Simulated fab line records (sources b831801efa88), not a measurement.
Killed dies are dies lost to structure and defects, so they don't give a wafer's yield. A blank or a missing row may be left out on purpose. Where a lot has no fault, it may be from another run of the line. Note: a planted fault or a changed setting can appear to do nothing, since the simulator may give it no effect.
The tool behind it: which one? | flow gf180mcu | 42 wafers from 14 lots sampled at 4 of the route's 602 steps

## WHAT THE GAUGES READ, wafer by wafer
GF_V2_THK_MEAS_01.
lot  | measured     | on           | V2_CVD_00_THK (nm)
L999 | day 20 04:26 | filmMetro-01 | 605 596 603
L998 | day 20 08:35 | filmMetro-01 | 596 610 595
L100 | day 20 21:59 | filmMetro-01 | 601 591 598
L102 | day 21 16:47 | filmMetro-02 | 599 595 596
L103 | day 21 22:02 | filmMetro-01 | 604 610 594
L104 | day 22 13:44 | filmMetro-04 | 601 599 602
L105 | day 22 21:25 | filmMetro-04 | 607 613 604
L106 | day 23 02:29 | filmMetro-01 | 593 592 598
L107 | day 23 12:41 | filmMetro-02 | 598 602 597
L108 | day 23 21:23 | filmMetro-01 | 594 590 596
L109 | day 24 08:21 | filmMetro-01 | 597 604 599
L116 | day 26 13:53 | filmMetro-01 | 579 588 589
L118 | day 27 01:22 | filmMetro-04 | 595 601 603
L119 | day 27 09:09 | filmMetro-01 | 595 588 592

## WHAT TOOL EACH LOT RAN ON (gives the tool, then ch and the chambers of the sampled wafers, and finally the start)
lot  | GF_SALICIDE_RTA_08              | GF_M1_SPUTTER_02            | GF_V1_CVD_02
L999 | rtpAnneal-01 ch 0, day 16 00:16 | pvdSputter-02, day 17 01:28 | pecvd-02 ch 0,2, day 18 01:48
L998 | rtpAnneal-02 ch 0, day 16 03:28 | pvdSputter-03, day 17 04:17 | pecvd-01 ch 0,1, day 18 04:18
L100 | rtpAnneal-01 ch 0, day 16 16:44 | pvdSputter-02, day 17 17:41 | pecvd-01 ch 1,2, day 18 18:08
L102 | rtpAnneal-01 ch 0, day 17 10:17 | pvdSputter-03, day 18 11:53 | pecvd-01 ch 0,1,2, day 19 13:10
L103 | rtpAnneal-02 ch 0, day 17 15:14 | pvdSputter-02, day 18 17:29 | pecvd-02 ch 0,1,2, day 19 19:17
L104 | rtpAnneal-02 ch 0, day 18 08:05 | pvdSputter-03, day 19 10:12 | pecvd-02 ch 0,2, day 20 11:25
L105 | rtpAnneal-02 ch 0, day 18 15:43 | pvdSputter-04, day 19 18:00 | pecvd-02 ch 0,1,2, day 20 20:01
L106 | rtpAnneal-02 ch 0, day 18 20:01 | pvdSputter-04, day 19 22:49 | pecvd-02 ch 0,2, day 20 23:47
L107 | rtpAnneal-02 ch 0, day 19 07:59 | pvdSputter-04, day 20 10:35 | pecvd-01 ch 0,2, day 21 12:02
L108 | rtpAnneal-01 ch 0, day 19 17:08 | pvdSputter-02, day 20 18:53 | pecvd-01 ch 0,1,2, day 21 19:56
L109 | rtpAnneal-01 ch 0, day 20 05:31 | pvdSputter-02, day 21 07:24 | pecvd-01 ch 0,1,2, day 22 07:59
L116 | rtpAnneal-02 ch 0, day 22 16:58 | pvdSputter-04, day 23 16:54 | pecvd-01 ch 0,1,2, day 24 16:12
L118 | rtpAnneal-02 ch 0, day 23 04:31 | pvdSputter-03, day 24 04:17 | pecvd-02 ch 0,1, day 25 03:39
L119 | rtpAnneal-02 ch 0, day 23 13:06 | pvdSputter-03, day 24 13:14 | pecvd-02 ch 0,1, day 25 12:03
- GF_SALICIDE_RTA_08: time 30 s.
- GF_M1_SPUTTER_02: material AlCu, target thk 450 nm, time 23.9 s.
- GF_V1_CVD_02: deposits SiO2 from TEOS, target thk 850 nm, time 94.851 s.

## AS READ BY THE TOOLS THEMSELVES (means over the sampled wafers that have a number; for cases with no such wafer, the mark the record gives instead)
GF_SALICIDE_RTA_08.
lot  | tool         | lampPowerPct (%) | runLengthS (s) | wafer_temp_C_max
L999 | rtpAnneal-01 | 17.4             | 59.2           | 803.5
L998 | rtpAnneal-02 | 18.7             | 58.5           | 806.3
L100 | rtpAnneal-01 | 17.4             | 59.3           | 802.7
L102 | rtpAnneal-01 | 17.4             | 59.3           | 802.4
L103 | rtpAnneal-02 | 18.7             | 58.6           | 806.3
L104 | rtpAnneal-02 | 18.7             | 58.6           | 806.6
L105 | rtpAnneal-02 | 18.7             | 58.4           | 806.0
L106 | rtpAnneal-02 | 18.7             | 95.3           | 805.8
L107 | rtpAnneal-02 | 18.7             | 95.2           | 806.0
L108 | rtpAnneal-01 | 17.4             | 59.5           | 802.9
L109 | rtpAnneal-01 | 17.4             | 59.2           | 802.9
L116 | rtpAnneal-02 | 18.7             | 58.4           | 807.1
L118 | rtpAnneal-02 | 18.7             | 58.5           | 805.4
L119 | rtpAnneal-02 | 18.7             | 58.4           | 806.8

GF_M1_SPUTTER_02.
lot  | tool          | chamberPressurePa (Pa) | throttleValvePct (%)
L999 | pvdSputter-02 | 0.4010                 | 31.1
L998 | pvdSputter-03 | 0.4000                 | 29.9
L100 | pvdSputter-02 | 0.3992                 | 29.1
L102 | pvdSputter-03 | 0.4003                 | 29.4
L103 | pvdSputter-02 | 0.3995                 | 29.5
L104 | pvdSputter-03 | 0.3997                 | 29.8
L105 | pvdSputter-04 | 0.4004                 | 29.4
L106 | pvdSputter-04 | 0.4000                 | 29.2
L107 | pvdSputter-04 | 0.3993                 | 28.6
L108 | pvdSputter-02 | 0.4000                 | 29.5
L109 | pvdSputter-02 | 0.3998                 | 30.2
L116 | pvdSputter-04 | 0.3989                 | 29.3
L118 | pvdSputter-03 | 0.4006                 | 29.9
L119 | pvdSputter-03 | 0.3991                 | 29.6

GF_V1_CVD_02.
lot  | tool     | heaterPowerW (W)
L999 | pecvd-02 | 610
L998 | pecvd-01 | 569
L100 | pecvd-01 | 656
L102 | pecvd-01 | 615
L103 | pecvd-02 | 575
L104 | pecvd-02 | 593
L105 | pecvd-02 | 617
L106 | pecvd-02 | 596
L107 | pecvd-01 | 614
L108 | pecvd-01 | 663
L109 | pecvd-01 | 655
L116 | pecvd-01 | 635
L118 | pecvd-02 | 656
L119 | pecvd-02 | 628

## THE ANSWER, worked out from the rows above alone
Rule: the lots themselves supply what counts as usual. Put in order of their means at a reading, lots are off if they are a third of the lots or fewer, leave a main group of 4 or more, and stand apart from it by a gap of 3 or more times the standard deviation of the main group's means; of several such gaps the widest counts. A main group is skipped when, at the precision printed for the reading in the tables above, its means are all equal. A lot without any number at a reading at which 4 lots or more have one is off too. Any other lot the step has rows for is counted as sound. After the gauges, taken in route order, come the tools' own readings; for these a lot's mean is taken, as printed above. The first step at which some lot is off is used, and at that step the reading that is off furthest; a lot without a number counts as furthest.
Off: L106, L107, at GF_SALICIDE_RTA_08 (runLengthS). For the main group the mean is 58.8 s and the standard deviation 0.41.
If a tool, at that step or one of the process steps before it, ran each lot that is off and ran no sound lot following the first of them, it fits. Of those tried, none fits.

## WHAT THE SIMULATOR HAD INSERTED
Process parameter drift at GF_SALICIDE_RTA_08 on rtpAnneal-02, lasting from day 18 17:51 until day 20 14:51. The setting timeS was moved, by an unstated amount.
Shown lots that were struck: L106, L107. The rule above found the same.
